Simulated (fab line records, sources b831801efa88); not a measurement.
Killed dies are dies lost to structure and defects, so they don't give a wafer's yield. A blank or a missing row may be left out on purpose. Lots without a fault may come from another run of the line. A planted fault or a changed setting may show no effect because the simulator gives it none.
Which tool did it? | flow sky130 | 12 lots, 36 wafers sampled, at 1 step of a route of 708

WHAT THE GAUGES READ, wafer by wafer
SKY_METAL4_OVL_MEAS_14.
lot  | measured     | on         | METAL4_OVL (nm)
L540 | day 42 07:32 | overlay-01 | -10 -8 -7
L546 | day 43 11:22 | overlay-01 | 7 4 7
L549 | day 44 12:19 | overlay-02 | 1 2 -3
L550 | day 44 20:52 | overlay-02 | 1 6 8
L551 | day 45 05:43 | overlay-02 | 3 2 9
L552 | day 45 08:10 | overlay-02 | -4 -3 -6
L553 | day 45 17:58 | overlay-01 | -1 1 -1
L554 | day 46 11:28 | overlay-01 | -1 -1 -7
L555 | day 46 13:04 | overlay-02 | -2 -1 -4
L557 | day 46 18:56 | overlay-01 | -4 -1 0
L556 | day 47 07:55 | overlay-02 | 9 9 12
L562 | day 47 16:23 | overlay-02 | 1 9 8

WHICH TOOL RAN EACH LOT (tool, then ch and the chambers of the sampled wafers, then the start)
The record holds no process step before these readings.

WHAT THE TOOLS THEMSELVES READ (means of the sampled wafers that have a number; where no wafer has one, the mark that the record gives instead)
The record holds no such reading with a usual standard deviation.

THE ANSWER, worked out from the rows above alone
Rule: what is usual is taken from the lots themselves. Put in order of their means at a reading, lots are off if they are a third of the lots or fewer, leave a main group of 4 or more, and stand apart from it by a gap of 3 or more times the standard deviation of the main group's means; of several such gaps the widest counts. A main group whose means are all the same, to the digits that the tables above print for the reading, isn't used. A lot without any number at a reading at which 4 lots or more have one is off too. The other lots that the step has rows for count as sound. The gauges are gone through in route order, then the tools' own readings, and for those a lot's mean is taken as printed above. The first step at which some lot is off is used, and at that step the reading that is off furthest; a lot without a number counts as furthest.
No lot is off at any reading shown: from this, nothing can be told.

WHAT THE SIMULATOR HAD PUT IN
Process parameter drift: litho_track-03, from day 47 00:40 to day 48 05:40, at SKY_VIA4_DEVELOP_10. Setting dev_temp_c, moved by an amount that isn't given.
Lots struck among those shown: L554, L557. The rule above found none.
